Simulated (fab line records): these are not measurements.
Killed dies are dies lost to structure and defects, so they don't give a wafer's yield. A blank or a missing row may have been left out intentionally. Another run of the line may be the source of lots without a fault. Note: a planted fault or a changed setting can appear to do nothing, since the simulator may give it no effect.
Split-lot trial ; flow sfq-line ; 27 wafers read across 5 lots, on a route 325 steps long

THE SPLIT ITSELF
At SFQ_TRILAYER_I3_VIA_BARC_OPEN_VIA_ETCH_121 (etches BARC in O2, target depth 125 nm, time 41.7 s), the setting time-s was moved away from the recipe's 41.7 s on 9 of the 27 wafers read, by -49.6% to +55.5%. All remaining wafers had this setting at the recipe value.

Reading taken at the split's own step.

THE READING
KrF_of_TRILAYER_I3_VIA_LITHO_COAT_085.thk-nm (the simulator's own value, which no gauge read), in nm, at SFQ_TRILAYER_I3_VIA_BARC_OPEN_VIA_ETCH_121 (etches BARC in O2, target depth 125 nm, time 41.7 s). No usual value for it is given in the file. Average 573.4 nm, standard deviation 1.3 nm, over the 18 wafers here run with the recipe.

wafer;tool, chamber at the split;time-s as run, s;against the recipe;KrF_of_TRILAYER_I3_VIA_LITHO_COAT_085.thk-nm, nm;against lot-mates on the recipe
L074.4;rie-diel-01, 0;41.7;recipe;576;-
L074.5;rie-diel-01, 0;41.7;recipe;575.4;-
L074.6;rie-diel-01, 1;41.7;recipe;573.7;-
L076.1;rie-diel-04, 3;41.7;recipe;572.1;-
L076.2;rie-diel-04, 2;21.02;-49.6%;599.7;+27.6
L076.3;rie-diel-04, 1;41.7;recipe;572;-
L076.4;rie-diel-04, 0;21.02;-49.6%;598.2;+26.1
L076.5;rie-diel-04, 2;21.02;-49.6%;598.7;+26.6
L076.6;rie-diel-04, 3;41.7;recipe;572.3;-
L078.1;rie-diel-03, 1;60.5;+45.1%;551.1;-22.7
L078.2;rie-diel-03, 3;41.7;recipe;574.4;-
L078.3;rie-diel-03, 0;41.7;recipe;573.7;-
L078.4;rie-diel-03, 2;60.5;+45.1%;551.9;-21.9
L078.5;rie-diel-03, 0;41.7;recipe;573.4;-
L078.6;rie-diel-03, 3;60.5;+45.1%;554.3;-19.5
L079.1;rie-diel-04, 3;41.7;recipe;574;-
L079.2;rie-diel-04, 1;41.7;recipe;573.1;-
L079.3;rie-diel-04, 2;41.7;recipe;572;-
L079.4;rie-diel-04, 0;41.7;recipe;574.1;-
L079.5;rie-diel-04, 1;41.7;recipe;573.2;-
L079.6;rie-diel-04, 0;41.7;recipe;574.2;-
L084.1;rie-diel-04, 3;41.7;recipe;571.5;-
L084.2;rie-diel-04, 2;64.86;+55.5%;544.4;-28.2
L084.3;rie-diel-04, 0;41.7;recipe;575.1;-
L084.4;rie-diel-04, 1;41.7;recipe;571.2;-
L084.5;rie-diel-04, 1;64.86;+55.5%;542.6;-30.0
L084.6;rie-diel-04, 0;64.86;+55.5%;546.6;-26.0

THE FIT
A straight line over all 27 wafers: KrF_of_TRILAYER_I3_VIA_LITHO_COAT_085.thk-nm changes by -0.504 nm for each +1% of time-s; r = -0.99; the points scatter about the line by 1.5 nm.
The same after taking each lot's own level away (the mean of its wafers on the recipe; 27 wafers): -0.511 nm for each +1%; r = -1.00; scatter 1.3 nm.
Per that fit: largest time-s move, reading shift of 28 nm.
The span of the lots' own levels, 572.13 to 575.03 nm, comes to 2.2 times the standard deviation stated above.
The two slopes are in agreement: the lot-to-lot level therefore moves the slope only a little.
Check: for one of the wafers moved furthest among these (+55.5%), held out of the fit, the line's prediction against its lot-mates is -27.9 nm. It came out at -28.2 nm against them.
Tool readings at the split's step, against how far the setting was moved: oes-product-au r = -0.79.

ADDITIONAL SPLITS CARRIED BY THESE WAFERS
Before the reading, these wafers also passed through other splits. Each is held against what the fit with the lots' levels taken away leaves over:
other split on the same wafers;wafers away from the commonest value;r with KrF_of_TRILAYER_I3_VIA_LITHO_COAT_085.thk-nm (lot level and that fit taken away)
SFQ_TRILAYER_INCOMING_OXIDATION_002 ox-time-s;21;-0.11
SFQ_TRILAYER_M0_DEP_SPUTTER_019 time-s;12;+0.03
SFQ_TRILAYER_I0_DEP_PECVD_027 time-s;9;-0.46
SFQ_TRILAYER_M1_BARC_OPEN_METAL_ETCH_054 time-s;12;+0.05
SFQ_TRILAYER_M2_ETCH_METAL_ETCH_060 time-s;6;-0.37
SFQ_TRILAYER_M3_DEP_SPUTTER_073 time-s;6;+0.17

THE WHOLE CHAIN: every reading that the file lists as answering this split, in the file's order
step;what it does;reading;change (the file's fit);r (the file's)
SFQ_TRILAYER_I3_VIA_BARC_OPEN_VIA_ETCH_121;etches BARC in O2, target depth 125 nm, time 41.7 s;oes-product-au;not straight: 0.986 at the lowest setting, 0.684 at the recipe, 0.642 at the highest;not given
SFQ_TRILAYER_I3_VIA_BARC_OPEN_VIA_ETCH_121;etches BARC in O2, target depth 125 nm, time 41.7 s;KrF_of_TRILAYER_I3_VIA_LITHO_COAT_085.thk-nm (the simulator's own value, which no gauge read);-0.508 nm for each +1% of the setting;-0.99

FILE'S OWN FIT
KrF_of_TRILAYER_I3_VIA_LITHO_COAT_085.thk-nm changes by -0.508 nm for each +1% of time-s, r = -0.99.
